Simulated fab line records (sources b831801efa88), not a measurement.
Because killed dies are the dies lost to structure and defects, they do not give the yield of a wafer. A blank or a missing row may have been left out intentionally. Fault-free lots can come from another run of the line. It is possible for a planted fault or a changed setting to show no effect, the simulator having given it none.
Struck lot and sound lot, side by side + flow sfqLine + 41 steps out of a route of 325
Sound: wafers L967.2, L967.3, L967.4. Wafers L969.1, L969.4, L969.5 were the ones struck. The cause comes at the end.
For every step that has rows: the tool of each side, followed by ch and its chambers, followed by its first start. Under that, the readings that differ: sound wafers + struck wafers + difference of the means + sigmas: that difference in standard deviations of wafers without a fault.
alike: same words and numbers on both sides, and readings whose means sit less than 2 such deviations apart. not compared: any withheld reading, any reading some wafer has no value for, any bound like >300 that may hide the same value, and any number with overlapping values for which the record gives no deviation.
A row with sigmas, a row that says differs or no value, or rows on one side alone: a step with any of these is where the two part. Numbers that have no deviation but don't overlap get no sigmas and don't part them. A reading missing from all wafers of one side parts the sides only when that side holds two or more wafers.

SFQ_I1_OVL_MEAS_913:
  sound on overlay-02, day 25 18:49; struck on overlay-01, day 26 01:25
  alike: I1_OVL
SFQ_TRILAYER_I1_VIA_BARC_OPEN_VIA_ETCH_071: etches BARC in O2, target depth 125 nm, time 41.7 s.
  sound on rieDiel-01 ch 0,2,3, day 25 18:51; struck on rieDiel-04 ch 1,2,3, day 26 01:27
  alike: drypumpMotorCurrentA, oesProductAu
  not compared: rfHoursCounterH
then, 1 step without rows for these wafers: SFQ_TRILAYER_I1_VIA_ETCH_VIA_ETCH_052 (etches SiO2 in CHF3, stops on Nb, target depth 260 nm).
SFQ_TRILAYER_I1_VIA_STRIP_STRIP_053: strips in O2.
  sound on rieMetal-01 ch 0,1, day 25 19:00; struck on rieMetal-01 ch 0,1, day 26 01:36
  alike: drypumpMotorCurrentA, oesProductAu
  not compared: rfHoursCounterH
then, 2 steps without rows for these wafers: SFQ_TRILAYER_I1_VIA_STRIP_SOLV_CLEAN_054 (cleans in NMP, time 600 s); SFQ_TRILAYER_M2_DEP_PRE_CLEAN_056 (time 22.5 s).
SFQ_TRILAYER_M2_DEP_SPUTTER_055: material Nb, target thk 200 nm, time 133.3 s.
  sound on pvdSputter-04, day 25 19:49; struck on pvdSputter-04, day 26 02:25
  alike: throttleValvePct
SFQ_M2_RS_MEAS_914: uses a four-point probe to measure.
  sound on filmMetro-04, day 25 19:55; struck on filmMetro-04, day 26 02:31
  alike: M2_NB_RS
then, 3 steps without rows for these wafers: SFQ_TRILAYER_M2_LITHO_COAT_062 (resist thk 62 nm); SFQ_TRILAYER_M2_LITHO_COAT_057 (resist thk 600 nm); SFQ_TRILAYER_M2_LITHO_SOFTBAKE_061.
-- the record jumps here: 5 days lie between the struck wafers' starts before and after --
SFQ_TRILAYER_M2_LITHO_EXPOSE_058: exposes mask M2, target cd 500 nm.
  sound on krfScanner-02 ch 0, day 31 02:06; struck on krfScanner-02 ch 0, day 31 05:30
| reading           | sound                | struck               | difference | sigmas |
|-------------------|----------------------|----------------------|------------|--------|
| exposureDoseMJCm2 | 14.416 14.408 14.411 | 13.029 13.070 13.054 | -1.361     | -97    |
  alike: mask
then, 2 steps without rows for these wafers: SFQ_TRILAYER_M2_LITHO_PEB_060 (peb time 60 s); SFQ_TRILAYER_M2_LITHO_DEVELOP_059 (time 60 s).
SFQ_M2_OVL_MEAS_916:
  sound on overlay-02, day 31 03:24; struck on overlay-02, day 31 07:00
  alike: M2_OVL
SFQ_TRILAYER_M2_BARC_OPEN_METAL_ETCH_077: etches BARC in O2, target depth 125 nm, time 41.7 s.
  sound on rieMetal-03 ch 0,1, day 31 03:26; struck on rieMetal-04 ch 0, day 31 07:02
| reading            | sound           | struck            | difference | sigmas |
|--------------------|-----------------|-------------------|------------|--------|
| model.M2.cdNm (nm) | 500 501.7 499.8 | 515.9 515.3 515.5 | +15.1      |        |
  alike: drypumpMotorCurrentA, oesProductAu
  not compared: rfHoursCounterH
SFQ_TRILAYER_M2_ETCH_METAL_ETCH_060: etches Nb in Cl2/Ar, stops on SiO2, target depth 240 nm, time 120 s.
  sound on rieMetal-03 ch 0,1, day 31 03:29; struck on rieMetal-04 ch 0, day 31 07:05
| reading            | sound           | struck            | difference | sigmas |
|--------------------|-----------------|-------------------|------------|--------|
| model.M2.cdNm (nm) | 498.9 500.5 499 | 516.8 516.2 516.2 | +16.9      |        |
  alike: drypumpMotorCurrentA, oesProductAu
  not compared: rfHoursCounterH
then, 3 steps without rows for these wafers: SFQ_TRILAYER_M2_STRIP_STRIP_061 (strips in O2); SFQ_TRILAYER_M2_STRIP_SOLV_CLEAN_062 (cleans in NMP, time 600 s); SFQ_TRILAYER_I2_DEP_PECVD_063 (deposits SiO2 from SiH4/N2O, time 111.11 s, target thk 500 nm).
-- the record jumps here: 2 days lie between the struck wafers' starts before and after --
SFQ_TRILAYER_I2_CMP_CMP_064: polishes SiO2.
  sound on cmp-02 ch 0,1,3, day 33 14:38; struck on cmp-02 ch 0,1,2, day 33 17:38
  alike: motorCurrentA, timeToEndpointS
SFQ_I2_BOW_MEAS_917:
  sound on filmMetro-03, day 33 17:10; struck on filmMetro-01, day 33 20:08
  alike: I2_BOW
then, 7 steps without rows for these wafers: SFQ_TRILAYER_I2_METRO_MEASURE_065; SFQ_TRILAYER_I2_VIA_LITHO_COAT_072 (resist thk 62 nm); SFQ_TRILAYER_I2_VIA_LITHO_COAT_067 (resist thk 650 nm); SFQ_TRILAYER_I2_VIA_LITHO_SOFTBAKE_071; SFQ_TRILAYER_I2_VIA_LITHO_EXPOSE_068 (exposes mask I2, target cd 500 nm); SFQ_TRILAYER_I2_VIA_LITHO_PEB_070 (peb time 60 s); SFQ_TRILAYER_I2_VIA_LITHO_DEVELOP_069 (time 60 s).
-- the record jumps here: 5 days lie between the struck wafers' starts before and after --
SFQ_I2_OVL_MEAS_918:
  sound on overlay-02, day 33 21:50; struck on overlay-02, day 39 01:44
  alike: I2_OVL
then, 5 steps without rows for these wafers: SFQ_TRILAYER_I2_VIA_BARC_OPEN_VIA_ETCH_096 (etches BARC in O2, target depth 125 nm, time 41.7 s); SFQ_TRILAYER_I2_VIA_ETCH_VIA_ETCH_070 (etches SiO2 in CHF3, stops on Nb, target depth 260 nm); SFQ_TRILAYER_I2_VIA_STRIP_STRIP_071 (strips in O2); SFQ_TRILAYER_I2_VIA_STRIP_SOLV_CLEAN_072 (cleans in NMP, time 600 s); SFQ_TRILAYER_M3_DEP_PRE_CLEAN_074 (time 22.5 s).
SFQ_TRILAYER_M3_DEP_SPUTTER_073: material Nb, target thk 200 nm, time 133.3 s.
  sound on pvdSputter-05, day 33 22:49; struck on pvdSputter-06, day 39 02:44
  alike: throttleValvePct
SFQ_M3_RS_MEAS_919: uses a four-point probe to measure.
  sound on filmMetro-02, day 33 22:56; struck on filmMetro-01, day 39 02:49
  alike: M3_NB_RS
then, 3 steps without rows for these wafers: SFQ_TRILAYER_M3_LITHO_COAT_080 (resist thk 62 nm); SFQ_TRILAYER_M3_LITHO_COAT_075 (resist thk 600 nm); SFQ_TRILAYER_M3_LITHO_SOFTBAKE_079.
-- the record jumps here: 39 days lie between the struck wafers' starts before and after --
SFQ_M8_BOW_MEAS_951:
  sound on filmMetro-02, day 77 19:08; struck on filmMetro-03, day 77 21:31
| reading              | sound             | struck           | difference | sigmas |
|----------------------|-------------------|------------------|------------|--------|
| model.etest.m2.ohmUm | 1.799 1.789 1.812 | 1.718 1.74 1.711 | -0.077     |        |
  alike: M8_BOW

== WHERE THEY PART ==
At SFQ_TRILAYER_M2_LITHO_EXPOSE_058 and nowhere else, as far as this record goes. Later steps at which nothing parts them and some readings are alike: SFQ_M2_OVL_MEAS_916, SFQ_TRILAYER_M2_BARC_OPEN_METAL_ETCH_077, SFQ_TRILAYER_M2_ETCH_METAL_ETCH_060, SFQ_TRILAYER_I2_CMP_CMP_064, SFQ_I2_BOW_MEAS_917, SFQ_I2_OVL_MEAS_918, SFQ_TRILAYER_M3_DEP_SPUTTER_073, SFQ_M3_RS_MEAS_919, SFQ_M8_BOW_MEAS_951.

WHY: whatever the simulator had introduced
Drift in process parameters on krfScanner-02 at SFQ_TRILAYER_M2_LITHO_EXPOSE_058, starting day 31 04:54. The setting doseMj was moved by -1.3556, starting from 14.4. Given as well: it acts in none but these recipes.
